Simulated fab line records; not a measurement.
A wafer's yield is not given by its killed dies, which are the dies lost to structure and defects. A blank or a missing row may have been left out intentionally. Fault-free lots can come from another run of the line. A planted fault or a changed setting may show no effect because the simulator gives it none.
fab line records	flow sky130
record lots=5	wafers=15	last-day=50
route steps=708 shown VIA3@584 METAL4@598 CAP2M@603
lots untouched by any fault: they come from a run of this same line in which no faults occurred
start-h: hours from the record's opening day to when the first of the lot's shown wafers began	wait-h: time in hours since the lot's previous step	" the same as in the row above	L1.1+2: a single row standing in for several wafers	- no value, or no start given	* or withheld: withheld	< > ~ a bound
route shown NAME@n: a module of which the file shows steps, and the number in the route of the first	usual: the fault-free wafers' mean and standard deviation	same: alike in all rows	chamber/n: place in a boat	sites: per-site readings	_std_site: standard deviation of those values	_edge_site: inner sites' mean taken away from outer sites' mean	radius-mm: for every site, how far away it sits from the centre of the wafer	mask NAME#n: copy n	behind: the tool/chamber that last shaped the wafer	hold: reason for holding the lot/hours on hold/outcome of the hold	device: which transistor (n, p or np) failed to switch	end of line: the route-end tests of the same wafers	where a step has no rows: the recipe by itself	killed: dies lost to structure and defects at the first sort, not the wafer's yield	map: per-die view of a wafer (x killed, . not killed, _ where there is no die)
set.NAME: the setting the step ran with; set.NAME@STEP: the setting that earlier step ran with	model.NAME: the simulator's own value behind a step, which no gauge read
certain route steps with their lots: each step a table, each wafer a row
services: the hour from which a tool's chamber was out of use, counted from the record's first day as start-h (under 0 if before that day), plus the number of hours and why
## steps
# step SKY_VIA3_DEVELOP_11
# recipe develop-time-s=60	resist=KrF-thick	dev-temp-c=21
# usual developer-temp-C=21.02/0.11
lot.wafer	tool	chamber	start-h	wait-h	developer-temp-C
L080.1	litho-track-01	0	-	-	20.80
L080.2	"	0	"	"	20.92
L080.5	"	0	"	"	20.78
L082.2	litho-track-03	0	-	-	21.02
L082.5	"	0	"	"	21.13
L082.6	"	0	"	"	21.03
L084.3	litho-track-03	0	-	-	20.87
L084.5	"	0	"	"	20.84
L084.6	"	0	"	"	21.02
L093.2	litho-track-02	0	-	-	21.01
L093.3	"	0	"	"	20.95
L093.6	"	0	"	"	20.84
L097.3	litho-track-02	0	-	-	21.04
L097.4	"	0	"	"	21.11
L097.5	"	0	"	"	20.93
# step SKY_VIA3_CD_MEAS_12
# recipe target-cd-nm=200
# usual cd-nm=200.2/1.6
lot.wafer	tool	chamber	start-h	wait-h	cd-nm
L080.1	cd-sem-01	-	968.76	-	201.0
L080.2	"	-	"	"	200.8
L080.5	"	-	"	"	200.2
L082.2	cd-sem-02	-	991.00	-	201.8
L082.5	"	-	"	"	201.6
L082.6	"	-	"	"	201.1
L084.3	cd-sem-02	-	1000.67	-	201.2
L084.5	"	-	"	"	201.9
L084.6	"	-	"	"	201.2
L093.2	cd-sem-02	-	1058.29	-	200.4
L093.3	"	-	"	"	201.4
L093.6	"	-	"	"	202.0
L097.3	cd-sem-02	-	1077.46	-	201.1
L097.4	"	-	"	"	200.4
L097.5	"	-	"	"	200.3
# step SKY_VIA3_OVL_MEAS_13
# usual VIA3_OVL=2/4.9
lot.wafer	tool	chamber	start-h	wait-h	VIA3_OVL[nm]
L080.1	overlay-01	-	968.88	0.1	2
L080.2	"	-	"	"	4
L080.5	"	-	"	"	5
L082.2	overlay-01	-	991.11	0.1	2
L082.5	"	-	"	"	2
L082.6	"	-	"	"	0
L084.3	overlay-02	-	1000.76	0.1	-4
L084.5	"	-	"	"	7
L084.6	"	-	"	"	-6
L093.2	overlay-01	-	1058.39	0.1	6
L093.3	"	-	"	"	2
L093.6	"	-	"	"	5
L097.3	overlay-02	-	1077.55	0.1	-5
L097.4	"	-	"	"	2
L097.5	"	-	"	"	-1
# step SKY_VIA3_ETCH_14
# recipe chemistry=N2/H2	target=BARC	ion-energy-ev=200	source-w=500	bias-w=100	pressure-mtorr=30	n2-flow-sccm=100	h2-flow-sccm=200	stop-on=SiO2	time-s=45.9	target-depth-a=600
# usual drypump-motor-current-A=5.8/0.41	h2-flow-sccm=200.0/0.68	oes-product-au=0.856/0.0047	throttle-valve-pct=13.224/0.011
lot.wafer	tool	chamber	start-h	wait-h	drypump-motor-current-A	h2-flow-sccm	oes-product-au	rf-hours-counter-h	throttle-valve-pct
L080.1	rie-diel-02	0	968.91	0.0	5.9	200.8	0.856	19	13.220
L080.2	"	2	"	"	5.6	199.6	0.851	9	13.233
L080.5	"	1	"	"	6.5	199.6	0.856	-	13.223
L082.2	rie-diel-04	3	991.14	0.0	6.5	200.2	0.860	14	13.223
L082.5	"	1	"	"	5.7	199.6	0.851	-	13.222
L082.6	"	0	"	"	5.6	200.3	0.857	-	13.238
L084.3	rie-diel-01	0	1000.79	0.0	6.0	201.0	0.861	22	13.214
L084.5	"	3	"	"	5.4	198.7	0.849	-	13.234
L084.6	"	2	"	"	5.4	200.8	0.858	-	13.233
L093.2	rie-diel-04	1	1058.42	0.0	5.7	199.3	0.861	20	13.214
L093.3	"	3	"	"	6.5	199.6	0.856	16	13.223
L093.6	"	3	"	"	6.5	199.1	0.866	-	13.231
L097.3	rie-diel-02	0	1077.57	0.0	5.9	201.6	0.857	24	13.223
L097.4	"	0	"	"	5.9	200.8	0.851	-	13.229
L097.5	"	1	"	"	6.5	200.1	0.852	-	13.209
# step SKY_VIA3_ETCH_15
# recipe target=SiO2	chemistry=C4F8/O2/Ar	target-depth-nm=507	stop-on=TiN	mask-material=KrF-thick	source-w=1500	bias-w=1200	pressure-mtorr=40	c4f8-flow-sccm=withheld	O2_flow_sccm=6	Ar_flow_sccm=300	time-s=78
# usual oes-product-au=0.946/0.0051
lot.wafer	tool	chamber	start-h	wait-h	oes-product-au	rf-hours-counter-h
L080.1	rie-diel-02	0	968.95	0.0	0.944	19
L080.2	"	2	"	"	0.945	9
L080.5	"	1	"	"	0.941	-
L082.2	rie-diel-04	3	991.18	0.0	0.959	14
L082.5	"	1	"	"	0.949	-
L082.6	"	0	"	"	0.949	-
L084.3	rie-diel-01	0	1000.83	0.0	0.934	22
L084.5	"	3	"	"	0.946	-
L084.6	"	2	"	"	0.944	-
L093.2	rie-diel-04	1	1058.46	0.0	0.946	20
L093.3	"	3	"	"	0.950	16
L093.6	"	3	"	"	0.939	-
L097.3	rie-diel-02	0	1077.61	0.0	0.958	24
L097.4	"	0	"	"	0.947	-
L097.5	"	1	"	"	0.957	-
# step SKY_VIA3_STRIP_16
# recipe chemistry=O2/N2	power-w=1400	pressure-mtorr=1500	platen-temp-c=withheld	o2-flow-sccm=3000	n2-flow-sccm=300	overash-fraction=0.5
# usual drypump-motor-current-A=6.1/0.43	o2-flow-sccm=2999/8.7	oes-product-au=0.402/0.0043	strip-time-to-endpoint-s=4.137/0.03
lot.wafer	tool	chamber	start-h	wait-h	drypump-motor-current-A	o2-flow-sccm	oes-product-au	rf-hours-counter-h	strip-time-to-endpoint-s
L080.1	plasma-asher-01	1	969.01	0.0	5.3	3005	0.403	23	4.198
L080.2	"	0	"	"	6.3	3006	0.405	23	4.118
L080.5	"	1	"	"	5.3	2994	0.405	-	4.147
L082.2	plasma-asher-01	1	991.24	0.0	5.3	3013	0.405	25	4.150
L082.5	"	0	"	"	6.4	3005	0.399	-	4.113
L082.6	"	1	"	"	5.4	3001	0.408	-	4.124
L084.3	plasma-asher-04	0	1000.92	0.1	6.4	2993	0.403	-	4.165
L084.5	"	0	"	"	6.4	2994	0.401	-	4.152
L084.6	"	1	"	"	6.6	3005	0.403	-	4.178
L093.2	plasma-asher-01	0	1058.52	0.0	6.3	3002	0.403	32	4.089
L093.3	"	0	"	"	6.4	2999	0.406	-	4.152
L093.6	"	1	"	"	5.3	2999	0.397	-	4.134
L097.3	plasma-asher-01	0	1077.71	0.1	6.4	2999	0.406	-	4.130
L097.4	"	1	"	"	5.4	2996	0.405	-	4.154
L097.5	"	1	"	"	5.3	3003	0.405	-	4.123
# step SKY_VIA3_STRIP_17
# recipe chemistry=post-etch-residue-remover	time-s=1200	temp-c=72.5
lot.wafer	tool	chamber	start-h	wait-h
L080.1+2+5	wet-bench-01	3	969.11	0.1
L082.2+5+6	wet-bench-04	2	991.34	0.1
L084.3+5+6	wet-bench-03	0	1000.99	0.0
L093.2+3+6	wet-bench-03	2	1058.62	0.1
L097.3+4+5	wet-bench-01	3	1077.77	0.0
# step SKY_VIA3_CLEAN_18
# recipe chemistry=IPA	time-s=180	temp-c=25
lot.wafer	tool	chamber	start-h	wait-h
L080.1+2+5	wet-bench-04	3	969.56	0.0
L082.2+5+6	wet-bench-03	0	991.68	0.0
L084.3+5+6	wet-bench-01	0	1001.33	0.0
L093.2+3+6	wet-bench-04	2	1058.97	0.0
L097.3+4+5	wet-bench-03	0	1078.12	0.0
# step SKY_VIA3_CLEAN_19
# recipe chemistry=O3/DIW	dry=n2-spin
lot.wafer	tool	chamber	start-h	wait-h
L080.1+2+5	wet-bench-03	3	969.62	0.0
L082.2+5+6	wet-bench-01	3	991.74	0.0
L084.3+5+6	wet-bench-04	1	1001.39	0.0
L093.2+3+6	wet-bench-01	1	1059.02	0.0
L097.3+4+5	wet-bench-04	0	1078.17	0.0
# step SKY_VIA3_SPUTTER_20
# recipe material=TiN	target-thk-nm=20	chamber-pressure-pa=5	power-w=4000	time-s=80
# usual throttle-valve-pct=30.0/0.97
lot.wafer	tool	chamber	start-h	wait-h	throttle-valve-pct
L080.1	pvd-sputter-01	-	969.71	0.0	29.0
L080.2	"	-	"	"	28.0
L080.5	"	-	"	"	28.8
L082.2	pvd-sputter-03	-	991.84	0.0	31.1
L082.5	"	-	"	"	30.6
L082.6	"	-	"	"	30.5
L084.3	pvd-sputter-01	-	1001.49	0.0	28.9
L084.5	"	-	"	"	29.2
L084.6	"	-	"	"	28.2
L093.2	pvd-sputter-01	-	1059.12	0.0	28.5
L093.3	"	-	"	"	28.1
L093.6	"	-	"	"	27.8
L097.3	pvd-sputter-03	-	1078.27	0.0	30.2
L097.4	"	-	"	"	30.7
L097.5	"	-	"	"	30.5
# step SKY_VIA3_CVD_21
# recipe material=W	target-thk-nm=390	time-s=117.31	temp-c=400	pressure-torr=40
# usual heater-power-w=854/97
lot.wafer	tool	chamber	start-h	wait-h	heater-power-w
L080.1	cvd-w-01	0	969.77	0.0	783
L080.2	"	1	"	"	791
L080.5	"	1	"	"	792
L082.2	cvd-w-01	0	991.90	0.0	772
L082.5	"	1	"	"	804
L082.6	"	0	"	"	785
L084.3	cvd-w-02	0	1001.59	0.1	1035
L084.5	"	0	"	"	1036
L084.6	"	1	"	"	858
L093.2	cvd-w-02	0	1059.18	0.0	1035
L093.3	"	1	"	"	844
L093.6	"	0	"	"	1051
L097.3	cvd-w-01	1	1078.37	0.1	813
L097.4	"	0	"	"	791
L097.5	"	0	"	"	768
# step SKY_VIA3_RS_MEAS_22
# recipe thk-meas-gauge=four-point-probe	reads=W_of_VIA3_CVD_21+TiN_of_VIA3_SPUTTER_20
# usual VIA3_W_RS=0.296/0.0037
lot.wafer	tool	chamber	start-h	wait-h	VIA3_W_RS[ohm/sq]
L080.1	film-metro-03	-	969.89	0.1	0.298
L080.2	"	-	"	"	0.295
L080.5	"	-	"	"	0.295
L082.2	film-metro-01	-	992.04	0.1	0.304
L082.5	"	-	"	"	0.302
L082.6	"	-	"	"	0.301
L084.3	film-metro-01	-	1001.71	0.1	0.288
L084.5	"	-	"	"	0.293
L084.6	"	-	"	"	0.294
L093.2	film-metro-03	-	1059.32	0.1	0.296
L093.3	"	-	"	"	0.300
L093.6	"	-	"	"	0.296
L097.3	film-metro-03	-	1078.49	0.1	0.292
L097.4	"	-	"	"	0.298
L097.5	"	-	"	"	0.297
# step SKY_VIA3_THK_MEAS_23
# recipe thk-meas-gauge=xrf	reads=W_of_VIA3_CVD_21
# usual VIA3_W_THK=389/5.1
lot.wafer	tool	chamber	start-h	wait-h	VIA3_W_THK[nm]
L080.1	film-metro-03	-	970.01	0.1	387
L080.2	"	-	"	"	390
L080.5	"	-	"	"	389
L082.2	film-metro-01	-	992.15	0.1	381
L082.5	"	-	"	"	382
L082.6	"	-	"	"	383
L084.3	film-metro-01	-	1001.81	0.1	401
L084.5	"	-	"	"	394
L084.6	"	-	"	"	393
L093.2	film-metro-03	-	1059.43	0.1	385
L093.3	"	-	"	"	383
L093.6	"	-	"	"	386
L097.3	film-metro-03	-	1078.59	0.1	391
L097.4	"	-	"	"	383
L097.5	"	-	"	"	386
# step SKY_VIA3_CMP_24
# recipe stop-on=SiO2	t-overpolish-s=20	down-force-psi=3.5	platen-rpm=60	target-thk-nm=0	pad-velocity-m-s=0.94248
# usual head-pressure-psi=3.500/0.0076	motor-current-A=11.1/0.92	overpolish-run-s=20.001/0.0087	slurry-filter-dp-kPa=13.48/0.13	slurry-flow-ml-min=150.1/0.46	time-to-endpoint-s=96/3.5
lot.wafer	tool	chamber	start-h	wait-h	head-pressure-psi	motor-current-A	overpolish-run-s	slurry-filter-dp-kPa	slurry-flow-ml-min	time-to-endpoint-s
L080.2	cmp-01	1	970.17	0.1	3.502	9.5	19.992	13.47	150.5	97
L080.1	"	2	"	"	3.506	10.3	20.007	13.38	150.2	94
L080.5	"	0	"	"	3.490	11.1	19.994	13.46	150.3	93
L082.2	cmp-01	0	992.35	0.2	3.498	11.3	19.984	13.18	150.1	94
L082.5	"	1	"	"	3.506	9.3	20.006	13.60	150.4	96
L082.6	"	2	"	"	3.509	9.8	20.012	13.36	150.3	95
L084.3	cmp-02	3	1001.85	0.0	3.514	11.4	20.007	13.46	149.5	94
L084.5	"	3	"	"	3.505	11.8	20.008	13.54	150.2	92
L084.6	"	0	"	"	3.491	12.2	19.991	13.69	150.0	94
L093.3	cmp-02	1	1059.58	0.1	3.503	11.0	19.987	13.49	150.8	101
L093.2	"	2	"	"	3.514	10.5	20.006	13.55	149.6	97
L093.6	"	0	"	"	3.494	12.6	20.005	13.68	150.2	98
L097.4	cmp-02	2	1078.63	0.0	3.508	10.4	19.994	13.48	149.8	100
L097.3	"	3	"	"	3.500	11.3	19.996	13.65	150.3	98
L097.5	"	2	"	"	3.485	10.6	19.996	13.35	150.3	97
# step SKY_METAL4_SPUTTER_00
# recipe material=Ti	target-thk-nm=15	power-w=3000	time-s=10	chamber-pressure-pa=0.4
# usual throttle-valve-pct=30.1/1.1
lot.wafer	tool	chamber	start-h	wait-h	throttle-valve-pct
L080.1	pvd-sputter-01	-	970.37	0.1	28.9
L080.2	"	-	"	"	29.1
L080.5	"	-	"	"	28.2
L082.2	pvd-sputter-04	-	992.50	0.1	30.5
L082.5	"	-	"	"	31.6
L082.6	"	-	"	"	31.0
L084.3	pvd-sputter-01	-	1002.15	0.2	29.2
L084.5	"	-	"	"	29.4
L084.6	"	-	"	"	28.7
L093.2	pvd-sputter-04	-	1059.78	0.1	31.6
L093.3	"	-	"	"	31.2
L093.6	"	-	"	"	30.5
L097.3	pvd-sputter-01	-	1078.93	0.2	29.4
L097.4	"	-	"	"	28.4
L097.5	"	-	"	"	28.6
# step SKY_METAL4_SPUTTER_01
# recipe material=TiN	target-thk-nm=20	power-w=6500	time-s=16.7	chamber-pressure-pa=0.4
# usual throttle-valve-pct=30.1/1.1
lot.wafer	tool	chamber	start-h	wait-h	throttle-valve-pct
L080.1	pvd-sputter-01	-	970.39	0.0	29.0
L080.2	"	-	"	"	28.8
L080.5	"	-	"	"	28.1
L082.2	pvd-sputter-04	-	992.52	0.0	30.2
L082.5	"	-	"	"	31.8
L082.6	"	-	"	"	30.7
L084.3	pvd-sputter-01	-	1002.17	0.0	29.1
L084.5	"	-	"	"	29.0
L084.6	"	-	"	"	28.6
L093.2	pvd-sputter-04	-	1059.80	0.0	31.3
L093.3	"	-	"	"	31.0
L093.6	"	-	"	"	30.4
L097.3	pvd-sputter-01	-	1078.95	0.0	29.0
L097.4	"	-	"	"	28.7
L097.5	"	-	"	"	28.5
# step SKY_METAL4_SPUTTER_02
# recipe material=AlCu	target-thk-nm=735	power-w=10600	time-s=39.1	chamber-pressure-pa=0.4
# usual throttle-valve-pct=30.1/1.1
lot.wafer	tool	chamber	start-h	wait-h	throttle-valve-pct
L080.1	pvd-sputter-01	-	970.42	0.0	28.9
L080.2	"	-	"	"	29.2
L080.5	"	-	"	"	28.3
L082.2	pvd-sputter-04	-	992.55	0.0	30.4
L082.5	"	-	"	"	31.5
L082.6	"	-	"	"	30.6
L084.3	pvd-sputter-01	-	1002.20	0.0	29.2
L084.5	"	-	"	"	29.2
L084.6	"	-	"	"	28.4
L093.2	pvd-sputter-04	-	1059.83	0.0	31.5
L093.3	"	-	"	"	31.1
L093.6	"	-	"	"	30.1
L097.3	pvd-sputter-01	-	1078.98	0.0	29.2
L097.4	"	-	"	"	28.6
L097.5	"	-	"	"	28.6
# step SKY_METAL4_SPUTTER_03
# recipe material=Ti	target-thk-nm=5	power-w=2920	time-s=3.3	chamber-pressure-pa=0.4
# usual throttle-valve-pct=30.1/1.1
lot.wafer	tool	chamber	start-h	wait-h	throttle-valve-pct
L080.1	pvd-sputter-01	-	970.46	0.0	29.1
L080.2	"	-	"	"	29.1
L080.5	"	-	"	"	27.9
L082.2	pvd-sputter-04	-	992.59	0.0	30.5
L082.5	"	-	"	"	31.8
L082.6	"	-	"	"	30.5
L084.3	pvd-sputter-01	-	1002.24	0.0	29.4
L084.5	"	-	"	"	29.0
L084.6	"	-	"	"	28.5
L093.2	pvd-sputter-04	-	1059.87	0.0	31.5
L093.3	"	-	"	"	31.0
L093.6	"	-	"	"	30.2
L097.3	pvd-sputter-01	-	1079.02	0.0	29.0
L097.4	"	-	"	"	28.7
L097.5	"	-	"	"	28.6
# step SKY_METAL4_SPUTTER_04
# recipe material=TiN	target-thk-nm=70	power-w=6500	time-s=58.3	chamber-pressure-pa=0.4
# usual throttle-valve-pct=30.1/1.1
lot.wafer	tool	chamber	start-h	wait-h	throttle-valve-pct
L080.1	pvd-sputter-01	-	970.48	0.0	28.9
L080.2	"	-	"	"	28.9
L080.5	"	-	"	"	27.9
L082.2	pvd-sputter-04	-	992.61	0.0	30.5
L082.5	"	-	"	"	31.8
L082.6	"	-	"	"	30.3
L084.3	pvd-sputter-01	-	1002.26	0.0	29.1
L084.5	"	-	"	"	29.1
L084.6	"	-	"	"	28.6
L093.2	pvd-sputter-04	-	1059.89	0.0	31.7
L093.3	"	-	"	"	31.1
L093.6	"	-	"	"	30.6
L097.3	pvd-sputter-01	-	1079.04	0.0	29.1
L097.4	"	-	"	"	28.6
L097.5	"	-	"	"	28.5
# step SKY_CAP2M_CVD_00
# recipe material=SiO2	target-thk-nm=15.5	temp-c=400	time-s=withheld	rf-w=450
# usual heater-power-w=678/73
lot.wafer	tool	chamber	start-h	wait-h	heater-power-w
L080.1	pecvd-01	0	970.53	0.0	724
L080.2	"	2	"	"	611
L080.5	"	0	"	"	714
L082.2	pecvd-01	0	992.66	0.0	744
L082.5	"	1	"	"	683
L082.6	"	2	"	"	642
L084.3	pecvd-04	0	1002.32	0.0	709
L084.5	"	2	"	"	567
L084.6	"	0	"	"	717
L093.2	pecvd-04	2	1059.93	0.0	574
L093.3	"	1	"	"	792
L093.6	"	1	"	"	772
L097.3	pecvd-04	0	1079.08	0.0	644
L097.4	"	0	"	"	633
L097.5	"	2	"	"	515
# step SKY_CAP2M_THK_MEAS_01
# recipe reads=SiO2_of_CAP2M_CVD_00
# usual CAP2M_CVD_00_THK=15.57/0.22
lot.wafer	tool	chamber	start-h	wait-h	CAP2M_CVD_00_THK[nm]
L080.1	film-metro-04	-	970.55	-	15.63
L080.2	"	-	"	"	15.20
L080.5	"	-	"	"	15.68
L082.2	film-metro-04	-	992.69	-	15.74
L082.5	"	-	"	"	15.85
L082.6	"	-	"	"	15.85
L084.3	film-metro-02	-	1002.36	-	15.58
L084.5	"	-	"	"	15.54
L084.6	"	-	"	"	15.60
L093.2	film-metro-02	-	1059.98	-	15.52
L093.3	"	-	"	"	15.60
L093.6	"	-	"	"	15.48
L097.3	film-metro-03	-	1079.13	-	15.42
L097.4	"	-	"	"	15.51
L097.5	"	-	"	"	15.95
# step SKY_CAP2M_SPUTTER_02
# recipe material=TiN	target-thk-nm=200	temp-c=300	power-w=6500	time-s=166.7	chamber-pressure-pa=0.4
# usual throttle-valve-pct=30.5/0.58
lot.wafer	tool	chamber	start-h	wait-h	throttle-valve-pct
L080.1	pvd-sputter-02	-	970.61	0.1	30.3
L080.2	"	-	"	"	29.2
L080.5	"	-	"	"	30.2
L082.2	pvd-sputter-03	-	992.74	0.0	31.0
L082.5	"	-	"	"	30.7
L082.6	"	-	"	"	31.0
L084.3	pvd-sputter-02	-	1002.40	0.0	30.6
L084.5	"	-	"	"	30.6
L084.6	"	-	"	"	30.8
L093.2	pvd-sputter-02	-	1060.03	0.0	30.9
L093.3	"	-	"	"	30.7
L093.6	"	-	"	"	31.0
L097.3	pvd-sputter-03	-	1079.17	0.0	30.4
L097.4	"	-	"	"	30.4
L097.5	"	-	"	"	30.9
# step SKY_CAP2M_RS_MEAS_03
# recipe thk-meas-gauge=four-point-probe	reads=TiN_of_CAP2M_SPUTTER_02
# usual CAP2M_TIN_RS=6.93/0.066
lot.wafer	tool	chamber	start-h	wait-h	CAP2M_TIN_RS[ohm/sq]
L080.1	film-metro-02	-	970.72	0.1	6.86
L080.2	"	-	"	"	6.95
L080.5	"	-	"	"	6.89
L082.2	film-metro-03	-	992.87	0.1	6.86
L082.5	"	-	"	"	6.84
L082.6	"	-	"	"	6.81
L084.3	film-metro-04	-	1002.55	0.1	6.96
L084.5	"	-	"	"	6.91
L084.6	"	-	"	"	6.96
L093.2	film-metro-03	-	1060.16	0.1	6.99
L093.3	"	-	"	"	6.96
L093.6	"	-	"	"	7.03
L097.3	film-metro-02	-	1079.32	0.1	7.01
L097.4	"	-	"	"	6.97
L097.5	"	-	"	"	6.99
# step SKY_CAP2M_THK_MEAS_04
# recipe thk-meas-gauge=xrf	reads=TiN_of_CAP2M_SPUTTER_02
# usual CAP2M_TIN_THK=198.2/2.1
lot.wafer	tool	chamber	start-h	wait-h	CAP2M_TIN_THK[nm]
L080.1	film-metro-02	-	970.84	0.1	199.5
L080.2	"	-	"	"	197.6
L080.5	"	-	"	"	199.0
L082.2	film-metro-03	-	992.98	0.1	200.7
L082.5	"	-	"	"	201.2
L082.6	"	-	"	"	202.2
L084.3	film-metro-04	-	1002.65	0.1	195.7
L084.5	"	-	"	"	198.5
L084.6	"	-	"	"	197.0
L093.2	film-metro-03	-	1060.27	0.1	197.6
L093.3	"	-	"	"	198.9
L093.6	"	-	"	"	195.6
L097.3	film-metro-02	-	1079.42	0.1	196.8
L097.4	"	-	"	"	197.6
L097.5	"	-	"	"	196.5
# step SKY_CAP2M_DEHYDRATE_05
# recipe temp-c=200	time-s=60
# usual plate-temp-C=200.02/0.17
lot.wafer	tool	chamber	start-h	wait-h	plate-temp-C
L080.1	litho-track-02	0	982.07	11.2	200.05
L080.2	"	0	"	"	199.95
L080.5	"	0	"	"	200.18
L082.2	litho-track-04	0	1003.40	10.4	200.06
L082.5	"	0	"	"	200.07
L082.6	"	0	"	"	200.16
L084.3	litho-track-03	0	1013.83	11.2	200.10
L084.5	"	0	"	"	199.97
L084.6	"	0	"	"	200.08
L093.2	litho-track-03	0	1070.06	9.8	200.18
L093.3	"	0	"	"	199.82
L093.6	"	0	"	"	200.01
L097.3	litho-track-02	0	1089.47	10.0	199.97
L097.4	"	0	"	"	200.19
L097.5	"	0	"	"	199.99
# step SKY_CAP2M_HMDS_06
# recipe prime-time-s=60	prime-temp-c=120
lot.wafer	tool	chamber	start-h	wait-h
L080.1+2+5	litho-track-02	0	982.22	0.1
L082.2+5+6	litho-track-04	0	1003.55	0.1
L084.3+5+6	litho-track-03	0	1013.98	0.1
L093.2+3+6	litho-track-03	0	1070.21	0.1
L097.3+4+5	litho-track-02	0	1089.62	0.1
# step SKY_CAP2M_COAT_07
# recipe resist=NOVOLAK	spin-rpm=3000	resist-thk-nm=1140
lot.wafer	tool	chamber	start-h	wait-h
L080.1+2+5	litho-track-02	0	982.37	0.1
L082.2+5+6	litho-track-04	0	1003.70	0.1
L084.3+5+6	litho-track-03	0	1014.13	0.1
L093.2+3+6	litho-track-03	0	1070.36	0.1
L097.3+4+5	litho-track-02	0	1089.77	0.1
# step SKY_CAP2M_SOFTBAKE_08
# recipe temp-c=90	time-s=60	resist=NOVOLAK
# usual plate-temp-C=89.97/0.14
lot.wafer	tool	chamber	start-h	wait-h	plate-temp-C
L080.1	litho-track-02	0	982.52	0.1	89.96
L080.2	"	0	"	"	89.75
L080.5	"	0	"	"	90.06
L082.2	litho-track-04	0	1003.85	0.1	89.83
L082.5	"	0	"	"	89.65
L082.6	"	0	"	"	89.87
L084.3	litho-track-03	0	1014.28	0.1	89.98
L084.5	"	0	"	"	89.97
L084.6	"	0	"	"	90.01
L093.2	litho-track-03	0	1070.51	0.1	90.02
L093.3	"	0	"	"	90.15
L093.6	"	0	"	"	90.03
L097.3	litho-track-02	0	1089.92	0.1	90.00
L097.4	"	0	"	"	89.93
L097.5	"	0	"	"	90.04
# step SKY_CAP2M_EXPOSE_09
# recipe mask-id=CAP2M	na=0.6	source-shape=conventional	sigma-outer=0.6	polarization=unpolarized	target-cd-nm=1000	dose-mj=159
# usual exposure-dose-mJ-cm2=159.00/0.17
lot.wafer	tool	chamber	start-h	wait-h	mask	exposure-dose-mJ-cm2
L080.1	iline-stepper-01	0	-	-	CAP2M#0	159.06
L080.2	"	0	"	"	CAP2M#0	158.83
L080.5	"	0	"	"	CAP2M#0	159.16
L082.2	iline-stepper-01	0	-	-	CAP2M#0	159.00
L082.5	"	0	"	"	CAP2M#0	158.93
L082.6	"	0	"	"	CAP2M#0	159.15
L084.3	iline-stepper-01	0	-	-	CAP2M#0	158.98
L084.5	"	0	"	"	CAP2M#0	159.29
L084.6	"	0	"	"	CAP2M#0	158.99
L093.2	iline-stepper-01	0	-	-	CAP2M#0	159.02
L093.3	"	0	"	"	CAP2M#0	158.73
L093.6	"	0	"	"	CAP2M#0	158.77
L097.3	iline-stepper-01	0	-	-	CAP2M#0	158.90
L097.4	"	0	"	"	CAP2M#0	158.88
L097.5	"	0	"	"	CAP2M#0	159.11
# step SKY_CAP2M_PEB_10
# recipe temp-c=withheld	time-s=*	resist=NOVOLAK
lot.wafer	tool	chamber	start-h	wait-h
L080.1+2+5	litho-track-02	0	-	-
L082.2+5+6	litho-track-04	0	-	-
L084.3+5+6	litho-track-03	0	-	-
L093.2+3+6	litho-track-03	0	-	-
L097.3+4+5	litho-track-02	0	-	-
# step SKY_CAP2M_DEVELOP_11
# recipe resist=NOVOLAK	developer=TMAH	develop-time-s=60	dev-temp-c=23
# usual developer-temp-C=22.99/0.097
lot.wafer	tool	chamber	start-h	wait-h	developer-temp-C
L080.1	litho-track-02	0	994.07	0.1	23.08
L080.2	"	0	"	"	22.93
L080.5	"	0	"	"	23.01
L082.2	litho-track-04	0	1015.45	0.1	22.98
L082.5	"	0	"	"	23.02
L082.6	"	0	"	"	22.84
L084.3	litho-track-03	0	1025.58	0.1	22.89
L084.5	"	0	"	"	23.02
L084.6	"	0	"	"	22.85
L093.2	litho-track-03	0	1080.91	0.1	22.96
L093.3	"	0	"	"	22.85
L093.6	"	0	"	"	23.06
L097.3	litho-track-02	0	1099.17	0.1	23.02
L097.4	"	0	"	"	22.84
L097.5	"	0	"	"	22.85
## services
tool	chamber	start-h	hours	kind
cmp-02	-	953.57	1.5	repair
cvd-w-01	1	955.20	11.1	repair
rie-diel-04	3	959.86	4.7	repair
pvd-sputter-03	-	964.07	7.3	repair
cmp-02	-	969.65	7.7	pm
rie-diel-04	-	976.32	2.4	repair
pvd-sputter-02	-	983.16	3.7	repair
iline-stepper-01	-	988.13	4.4	pm
plasma-asher-01	-	991.52	1.2	repair
rie-diel-02	2	1013.45	5.2	repair
pvd-sputter-01	-	1013.82	4.4	repair
rie-diel-02	0	1014.00	1.7	repair
pvd-sputter-04	-	1014.18	4.9	repair
pecvd-04	2	1025.43	3.7	repair
pecvd-04	-	1030.17	2.8	pm
pvd-sputter-04	-	1030.42	1.5	repair
cvd-w-01	1	1038.69	3.8	repair
rie-diel-02	3	1040.57	45.5	repair
rie-diel-02	1	1051.86	2.7	repair
iline-stepper-01	-	1053.24	9.2	repair
plasma-asher-01	-	1069.28	3.0	repair
rie-diel-02	0	1074.58	2.1	repair
iline-stepper-01	-	1084.43	1.7	pm
pvd-sputter-01	-	1084.95	3.8	repair
## key
fault none
